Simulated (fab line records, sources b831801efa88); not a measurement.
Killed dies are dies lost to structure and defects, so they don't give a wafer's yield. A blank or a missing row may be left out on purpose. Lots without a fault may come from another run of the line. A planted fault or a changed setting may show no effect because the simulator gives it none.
A struck lot beside a sound one | flow sky130 | 16 steps out of a route of 708
Sound: wafers L283.2, L283.4, L283.6. Struck: wafer L277.6. (L277.4, L277.5 of the same lot were not struck and are left out.) The cause comes at the end.
At each step with rows: each side's tool, then ch and its chambers, then its first start. Under that, the readings that differ: sound wafers | struck wafers | difference of the means | sigmas: that difference in standard deviations of wafers without a fault.
alike: readings whose means differ by less than 2 such deviations, and words and numbers that are the same on both sides. not compared: withheld readings, readings that some wafer has no value for, bounds like >300 that may hide the same value, and numbers for which the record gives no deviation and whose values overlap.
The two part at a step that has a row with sigmas, a row that says differs or no value, or rows on one side only. Numbers that don't overlap but have no deviation are shown without sigmas and don't part them. A reading that every wafer of one side lacks parts them only if that side has two wafers or more.

SKY_VIA3_CMP_02: polishes SiO2.
  sound on cmp-02 ch 0,3, day 44 15:48; struck on cmp-01 ch 3, day 43 10:28
  alike: motor_current_A
SKY_VIA3_BOW_MEAS_03:
  sound on film_metro-04, day 44 16:07; struck on film_metro-02, day 43 10:51
  alike: VIA3_BOW
then, 8 steps without rows for these wafers: SKY_VIA3_DEHYDRATE_04 (time 60 s); SKY_VIA3_HMDS_05 (prime time 60 s); SKY_VIA3_COAT_06 (resist thk 60 nm); SKY_VIA3_COAT_07 (resist thk 450 nm); SKY_VIA3_SOFTBAKE_08 (time 90 s); SKY_VIA3_EXPOSE_09 (exposes mask VIM3, target cd 200 nm); SKY_VIA3_PEB_10; SKY_VIA3_DEVELOP_11 (develop time 60 s).
SKY_VIA3_CD_MEAS_12: target cd 200 nm.
  sound on cd_sem-01, day 45 13:32; struck on cd_sem-01, day 44 09:33
  alike: cd_nm
SKY_VIA3_OVL_MEAS_13:
  sound on overlay-02, day 45 13:38; struck on overlay-01, day 44 09:37
  alike: VIA3_OVL
SKY_VIA3_ETCH_14: etches BARC in N2/H2, stops on SiO2, time 45.9 s, target depth 60 nm.
  sound on rie_diel-01 ch 0,1, day 45 13:40; struck on rie_diel-03 ch 3, day 44 09:38
  reading                                     | sound             | struck | difference | sigmas
  drypump_motor_current_A (A)                 | 5.3 5.4 5.4       | 6.3    | +0.9       | +2
  oes_product_au (a.u.)                       | 0.855 0.851 0.849 | 0.802  | -0.050     | -10
  model.KrF-thick_of_VIA3_COAT_07.thk_nm (nm) | 393.7 392.3 391.1 | 408.6  | +16.2      |
  model.etch.depth_nm (nm)                    | 60 59.87 60.04    | 53.35  | -6.62      |
  model.VIA3.cd_nm (nm)                       | 200.9 200 200.1   | 197.3  | -3.0       |
  alike: chamber_pressure_mTorr, throttle_valve_pct
  not compared: rf_hours_counter_h
SKY_VIA3_ETCH_15: etches SiO2 in C4F8/O2/Ar, stops on TiN, target depth 507 nm, time 78 s.
  sound on rie_diel-01 ch 0,1, day 45 13:43; struck on rie_diel-03 ch 3, day 44 09:41
  reading                                     | sound             | struck | difference | sigmas
  oes_product_au (a.u.)                       | 0.946 0.941 0.942 | 0.366  | -0.577     | -99 or more
  model.KrF-thick_of_VIA3_COAT_07.thk_nm (nm) | 292.7 287.8 286.9 | 305.6  | +16.5      |
  alike: chamber_pressure_mTorr
  not compared: rf_hours_counter_h
SKY_VIA3_STRIP_16: strips in O2/N2.
  sound on plasma_asher-04 ch 0, day 45 13:46; struck on plasma_asher-02 ch 0, day 44 09:47
  reading                      | sound             | struck | difference | sigmas
  oes_product_au (a.u.)        | 0.399 0.396 0.398 | 0.409  | +0.011     | +2
  strip_time_to_endpoint_s (s) | 4.152 4.098 4.085 | 4.263  | +0.151     | +6
  alike: chamber_pressure_mTorr, drypump_motor_current_A, o2_flow_sccm
  not compared: rf_hours_counter_h
then, 1 step without rows for these wafers: SKY_VIA3_STRIP_17 (strips in post etch residue remover, time 1200 s).

WHERE THEY PART
First at SKY_VIA3_ETCH_14; last, within this record, at SKY_VIA3_STRIP_16.

WHY: what the simulator had put in
Process parameter drift: rie_diel-03, from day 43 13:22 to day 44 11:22, at SKY_VIA3_ETCH_14. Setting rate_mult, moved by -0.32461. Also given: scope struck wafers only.
